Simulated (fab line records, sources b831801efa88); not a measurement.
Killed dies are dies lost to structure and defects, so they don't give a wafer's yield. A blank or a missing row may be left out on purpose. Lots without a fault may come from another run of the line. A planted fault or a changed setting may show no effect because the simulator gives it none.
A struck lot beside a sound one | flow sky130 | 17 steps out of a route of 708
Sound: wafers L597.2, L597.4, L597.6. Struck: wafers L606.1, L606.5. The cause comes at the end.
At each step with rows: each side's tool, then ch and its chambers, then its first start. Under that, the readings that differ: sound wafers | struck wafers | difference of the means | sigmas: that difference in standard deviations of wafers without a fault.
alike: readings whose means differ by less than 2 such deviations, and words and numbers that are the same on both sides. not compared: withheld readings, readings that some wafer has no value for, bounds like >300 that may hide the same value, and numbers for which the record gives no deviation and whose values overlap.
The two part at a step that has a row with sigmas, a row that says differs or no value, or rows on one side only. Numbers that don't overlap but have no deviation are shown without sigmas and don't part them. A reading that every wafer of one side lacks parts them only if that side has two wafers or more.

first, 5 steps without rows for these wafers: SKY_SD_N_COAT_02 (resist thk 1140 nm); SKY_SD_N_SOFTBAKE_03 (time 60 s); SKY_SD_N_EXPOSE_04 (exposes mask NSDM, target cd 380 nm); SKY_SD_N_PEB_05; SKY_SD_N_DEVELOP_06 (develop time 60 s).
SKY_SD_N_CD_MEAS_07: target cd 380 nm.
  sound on cd_sem-02, day 31 19:05; struck on cd_sem-02, day 34 14:42
  alike: cd_nm
SKY_SD_N_OVL_MEAS_08:
  sound on overlay-01, day 31 19:11; struck on overlay-01, day 34 14:49
  reading       | sound       | struck    | difference | sigmas
  SD_N_OVL (nm) | 1.0 2.3 0.4 | -2.1 -2.0 | -3.3       | -2
then, 2 steps without rows for these wafers: SKY_SD_N_IMPLANT_09; SKY_SD_N_IMPLANT_10.
SKY_SD_N_STRIP_11: strips in O2/N2.
  sound on plasma_asher-01 ch 0,1, day 31 19:31; struck on plasma_asher-01 ch 1, day 34 15:10
  alike: drypump_motor_current_A, oes_product_au, strip_time_to_endpoint_s
  not compared: rf_hours_counter_h
SKY_SD_N_TW_MEAS_12:
  sound on film_metro-03, day 31 19:38; struck on film_metro-01, day 34 15:16
  alike: SD_N_TW
then, 1 step without rows for these wafers: SKY_SD_N_CLEAN_13 (cleans in SC1/SC2, time 150 s).
SKY_SD_N_RTA_14: time 2 s.
  sound on rtp_anneal-02 ch 0, day 31 19:44; struck on rtp_anneal-01 ch 0, day 34 15:22
  reading          | sound                | struck        | difference | sigmas
  wafer_temp_C_max | 1076.4 1078.7 1079.1 | 1083.0 1083.8 | +5.3       | +5
  alike: lamp_power_pct, ramp_down_c_per_s
SKY_SD_N_RS_MEAS_16: measures by four-point-probe.
  sound on film_metro-01, day 31 19:56; struck on film_metro-02, day 34 15:32
  reading          | sound             | struck      | difference | sigmas
  SD_N_RS (ohm/sq) | 68.44 68.44 68.34 | 67.74 67.80 | -0.64      | -5
SKY_SD_N_RS_MEAS_17: measures by four-point-probe.
  sound on film_metro-01, day 31 20:03; struck on film_metro-02, day 34 15:40
  reading          | sound             | struck      | difference | sigmas
  SD_P_RS (ohm/sq) | 146.7 146.5 146.9 | 142.7 142.6 | -4.1       | -10
SKY_SD_N_RS_MEAS_18: measures by four-point-probe.
  sound on film_metro-01, day 31 20:10; struck on film_metro-02, day 34 15:47
  alike: RES_XHIGH_RS
-- the record jumps here: 16 days lie between the struck wafers' starts before and after (it left off in module SD_N and takes up again in module PAD_OPEN, whose first step shown is number 708 of the route) --
SKY_PAD_OPEN_PROBE_99:
  sound on prober-02, day 48 19:48; struck on prober-01, day 50 13:44
  reading                              | sound             | struck      | difference | sigmas
  model.etest.res_xhigh_po.line_ohm_um | 6040 5888 6266    | 5504 5616   | -505       |
  model.etest.res_xhigh_po.rs_ohm_sq   | 2100 2084 2207    | 1906 1942   | -206       |
  model.etest.res_pdiff.line_ohm_um    | 1373 1340 1386    | 1335 1335   | -31        |
  model.etest.res_high_po.line_ohm_um  | 763 756.8 771.6   | 717.3 734.4 | -38.0      |
  model.etest.licon_high_po.rc_ohm     | 357.1 348.8 356.9 | 316.6 327.3 | -32.3      |
  model.etest.res_high_po.rs_ohm_sq    | 263.6 264.9 267.2 | 254.1 258.5 | -8.9       |
  model.etest.res_pdiff_hv.rs_ohm_sq   | 189.9 188.3 189.8 | 186.8 187.4 | -2.2       |
  model.etest.res_pdiff.rs_ohm_sq      | 198.5 197 197.6   | 192.2 191.9 | -5.6       |
  alike: killed_at_M0_to_M3, killed_at_M4_up, killed_at_contacts, killed_at_front_end, killed_at_other, killed_dies, killed_open, killed_short

WHERE THEY PART
First at SKY_SD_N_OVL_MEAS_08; last, within this record, at SKY_SD_N_RS_MEAS_17. Later steps at which nothing parts them and some readings are alike: SKY_SD_N_RS_MEAS_18, SKY_PAD_OPEN_PROBE_99.

WHY: what the simulator had put in
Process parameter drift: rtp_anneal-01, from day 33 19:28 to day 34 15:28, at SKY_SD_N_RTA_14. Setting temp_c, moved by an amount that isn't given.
